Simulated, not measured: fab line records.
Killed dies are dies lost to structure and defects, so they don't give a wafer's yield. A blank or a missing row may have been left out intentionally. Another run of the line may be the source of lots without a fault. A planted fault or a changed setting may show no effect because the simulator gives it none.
Matching of chambers -- flow gf180mcu -- 4 sister chambers for GF_V5_CMP_04 on cmp-02
The step polishes SiO2. 8 wafers are shown with their chamber, then 8 later ones without.

## EACH WAFER AND ITS CHAMBER
wafer,chamber,motor-current-A (A)
L542.2,3,11.2
L555.1,0,11.7
L555.2,3,11.2
L556.5,2,13.2
L557.2,1,12.2
L557.5,2,14.0
L557.6,1,11.4
L560.1,0,11.8

## WAFERS WITH NO CHAMBER GIVEN
wafer,motor-current-A (A)
L560.5,11.4
L560.6,11.8
L563.2,11.8
L563.4,11.6
L563.6,14.5
L564.2,12.7
L564.5,12.4
L564.6,11.5

## WHICH CHAMBER EACH ONE RAN IN
wafer,from the rows above,in truth
L560.5,can't be placed: 3 or 0 or 1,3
L560.6,can't be placed: 1 or 0 or 3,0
L563.2,can't be placed: 1 or 0 or 3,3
L563.4,can't be placed: 0 or 1 or 3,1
L563.6,2,2
L564.2,can't be placed: 1 or 2 or 0 or 3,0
L564.5,can't be placed: 1 or 0 or 2 or 3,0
L564.6,can't be placed: 0 or 1 or 3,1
Correct placement for 1 of the 8. Cannot be placed on the basis of these rows: 7; the candidates contain the true chamber in 7. Wrongly placed: 0.
How it was worked out, from the rows above alone: a wafer's distance from a chamber is the root of the sum, over the readings, of the square of ((its reading less the chamber's mean) divided by the reading's scatter). If the next closest chamber is less than 2 further off than the closest, the wafer can't be placed; otherwise it belongs to the closest. The mean given for a chamber averages the wafers shown for that chamber. How the scatter is found: for the shown wafers, subtract from each reading the mean of its chamber, square and add these, divide the total by (wafers less chambers), then take the root.
